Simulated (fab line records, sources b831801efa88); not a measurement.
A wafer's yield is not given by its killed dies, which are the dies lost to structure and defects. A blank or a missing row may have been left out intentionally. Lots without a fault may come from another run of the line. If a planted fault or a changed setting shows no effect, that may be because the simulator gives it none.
Problem report, 8D (eight disciplines) form, completed by code -- flow sfqLine -- the parts of the form that need people (team, actions taken, sign-off) are left out

1. THE PROBLEM
rfFwdPowerW at SFQ_TRILAYER_M3_ETCH_METAL_ETCH_078 reads a mean of 692.3 W on 2 wafers of 1 lot; wafers without a fault read 597.0 W with a standard deviation of 2.1. That is +45 standard deviations from the usual mean.
The step: etches Nb in Cl2/Ar, stops on SiO2, target depth 240 nm, time 120 s.
First observed at day 51 05:22: wafer L833.1, on rieMetal-04. The record has a number at this step for 15 wafers belonging to 5 lots. Rule for "out", or "out of limits": more than 4 standard deviations from the usual mean. The rest of the wafers with a number are treated as sound.

2. WHAT IT IS; WHAT IT IS NOT
question,is,is not
which readings at this step,rfFwdPowerW,"chamberPressureMTorr, drypumpMotorCurrentA, oesProductAu"
which lots,L833,"L813, L814, L834, L835"
which wafers of those lots,"L833.1, L833.4",L833.2
read on which tools,rieMetal-04,"rieMetal-01, rieMetal-02"
when,from day 51 05:22,"up to then (7 sound wafers); but 6 sound wafers of L834, L835 came after"

3. WHAT RULES OUT EACH SUSPECT
Counting: if a tool at a process step up to the reading ran every lot that is out, it stays a suspect. Sound lots after the first of them don't rule it out here, since some wafers of a struck lot are sound.
- pvdSputter-05 at SFQ_TRILAYER_M3_DEP_SPUTTER_073 (material Nb, target thk 200 nm, time 133.3 s): kept. It ran the lot that is out, L833 (day 47 02:04).
- rieMetal-04 at SFQ_TRILAYER_M3_BARC_OPEN_METAL_ETCH_100 (etches BARC in O2, target depth 125 nm, time 41.7 s): kept. The lot that is out, L833, ran on it at day 51 05:19; the last sound lot it ran before that was L814, at day 44 17:16.
- rieMetal-04 at SFQ_TRILAYER_M3_ETCH_METAL_ETCH_078 (etches Nb in Cl2/Ar, stops on SiO2, target depth 240 nm, time 120 s): kept. The lot that is out, L833, ran on it at day 51 05:22; the last sound lot it ran before that was L814, at day 44 17:20. On those wafers its own readings are out: rfFwdPowerW.
- Within rieMetal-04 at SFQ_TRILAYER_M3_BARC_OPEN_METAL_ETCH_100: the wafers that are out ran in chamber 0; their sound lot-mates ran in chamber 1.
- Within rieMetal-04 at SFQ_TRILAYER_M3_ETCH_METAL_ETCH_078: the wafers that are out ran in chamber 0; their sound lot-mates ran in chamber 1.
After the count, these remain: pvdSputter-05 at SFQ_TRILAYER_M3_DEP_SPUTTER_073, rieMetal-04 at SFQ_TRILAYER_M3_BARC_OPEN_METAL_ETCH_100 and rieMetal-04 at SFQ_TRILAYER_M3_ETCH_METAL_ETCH_078.

4. THE CAUSE (what the simulator had put in)
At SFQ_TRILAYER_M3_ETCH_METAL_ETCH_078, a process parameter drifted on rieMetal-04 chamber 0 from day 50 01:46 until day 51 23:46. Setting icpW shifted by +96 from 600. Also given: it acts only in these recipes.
Counting leaves 3 suspects; this tool is one of them.

5. THE EFFECT CHAIN, in route order
One row per reading whose mean, taken over the struck wafers that have a number, lies over 3 standard deviations from the usual. Only readings whose record carries a usual standard deviation are examined. hours: median over the lots of the time between each lot's start at the first step of this table that gives one and its start at this step. sigmas: the change, counted in usual standard deviations.
hours,step,reading,usual,on struck wafers,change,sigmas
0,SFQ_TRILAYER_M3_ETCH_METAL_ETCH_078,rfFwdPowerW,597.0 W,692.3,+95.3,+45
Process steps it contains:
- SFQ_TRILAYER_M3_ETCH_METAL_ETCH_078: etches Nb in Cl2/Ar, stops on SiO2, target depth 240 nm, time 120 s.

6. WHAT WOULD HAVE CAUGHT IT SOONER
In this record no reading fell out of limits until day 51 05:22, 28 hours after the fault had begun at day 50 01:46.
